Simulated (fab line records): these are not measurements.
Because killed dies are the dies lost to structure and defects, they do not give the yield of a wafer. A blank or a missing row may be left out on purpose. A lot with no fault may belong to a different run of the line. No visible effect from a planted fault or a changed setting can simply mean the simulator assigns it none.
Struck lot and sound lot, side by side + flow sky130 + 21 steps out of a route of 708
Sound: wafers L288.3, L288.4, L288.6. Wafers struck: L299.1, L299.5, L299.6. The cause is named last.
Order at every step that has rows: each side's tool, ch and its chambers, its first start. Under that, the readings that differ: sound wafers + struck wafers + difference of the means + sigmas: that difference in standard deviations of wafers without a fault.
alike: readings with means less than 2 such deviations apart, plus words and numbers identical on both sides. not compared: withheld readings, readings lacking a value on some wafer, bounds such as >300 that could conceal the same value, and numbers that have no deviation in the record and whose values overlap.
The two part at a step that has a row with sigmas, a row that says differs or no value, or rows on one side only. Non-overlapping numbers with no deviation appear without sigmas and do not part them. Lack of a reading on every wafer of one side parts them only where that side has two or more wafers.

SKY_POLY_GATE_THK_MEAS_21:
  sound on filmMetro-02 at day 19 02:51; struck on filmMetro-02 at day 23 02:02
  alike: POLY_GATE_OXIDATION_THK
SKY_POLY_GATE_CD_MEAS_22:
  sound on cdSem-02 at day 19 02:57; struck on cdSem-01 at day 23 02:05
  alike: cdNm
then, 7 steps without rows for these wafers: SKY_LDD_N_DEHYDRATE_00 (time 60 s); SKY_LDD_N_HMDS_01 (prime time 60 s); SKY_LDD_N_COAT_02 (resist thk 300 nm); SKY_LDD_N_SOFTBAKE_03 (time 60 s); SKY_LDD_N_EXPOSE_04 (exposes mask NTM, target cd 840 nm); SKY_LDD_N_PEB_05; SKY_LDD_N_DEVELOP_06 (develop time 60 s).
SKY_LDD_N_OVL_MEAS_07:
  sound on overlay-02 at day 20 10:08; struck on overlay-02 at day 24 08:37
  alike: LDD_N_OVL
then, 2 steps without rows for these wafers: SKY_LDD_N_IMPLANT_08; SKY_LDD_N_IMPLANT_09.
SKY_LDD_N_IMPLANT_10:
  sound on implanter-03 ch 0, day 20 10:30; struck on implanter-03 ch 0, day 24 08:57
| reading          | sound                         | struck                        | difference | sigmas      |
|------------------|-------------------------------|-------------------------------|------------|-------------|
| doseIonsCm2      | 7.503e+13 7.498e+13 7.494e+13 | 4.984e+13 4.984e+13 4.978e+13 | -2.516e+13 | -99 or more |
| faradayCurrentUA | 438 418 426                   | 271 283 272                   | -152       | -17         |
  alike: endStationPressureTorr
then, 5 steps without rows for these wafers: SKY_LDD_N_IMPLANT_11; SKY_LDD_N_IMPLANT_12; SKY_LDD_N_IMPLANT_13; SKY_LDD_N_IMPLANT_14; SKY_LDD_N_IMPLANT_15.
SKY_LDD_N_STRIP_16: strips in O2/N2.
  sound on plasmaAsher-03 ch 0,1, day 20 11:23; struck on plasmaAsher-01 ch 0,1, day 24 09:51
| reading                  | sound             | struck            | difference | sigmas |
|--------------------------|-------------------|-------------------|------------|--------|
| stripTimeToEndpointS (s) | 4.323 4.310 4.313 | 4.240 4.233 4.237 | -0.079     | -5     |
  alike: drypumpMotorCurrentA, oesProductAu
  not compared: rfHoursCounterH
SKY_LDD_N_TW_MEAS_17:
  sound on filmMetro-02 at day 20 11:28; struck on filmMetro-03 at day 24 09:57
  alike: LDD_N_TW
-- the record jumps here: 25 days lie between the struck wafers' starts before and after (it left off in module LDD_N and takes up again in module PAD_OPEN, whose first step shown is number 708 of the route) --
SKY_PAD_OPEN_PROBE_99:
  sound on prober-02 at day 47 14:49; struck on prober-01 at day 49 21:05
| reading                  | sound             | struck            | difference | sigmas |
|--------------------------|-------------------|-------------------|------------|--------|
| model.etest.tipN.rsOhmSq | 438.5 442.4 440.9 | 474.4 471.4 474.3 | +32.8      |        |
  alike: killed_at_M0_to_M3, killed_at_M4_up, killedAtContacts, killedAtFrontEnd, killedAtOther, killedDies, killedOpen, killedShort

WHERE THEY PART
Last at SKY_LDD_N_STRIP_16 as far as this record goes, first at SKY_LDD_N_IMPLANT_10. Later steps at which nothing parts them and some readings are alike: SKY_LDD_N_TW_MEAS_17, SKY_PAD_OPEN_PROBE_99.

WHY: the cause the simulator had injected
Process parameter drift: implanter-03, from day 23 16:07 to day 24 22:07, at SKY_LDD_N_IMPLANT_10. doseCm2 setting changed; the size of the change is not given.
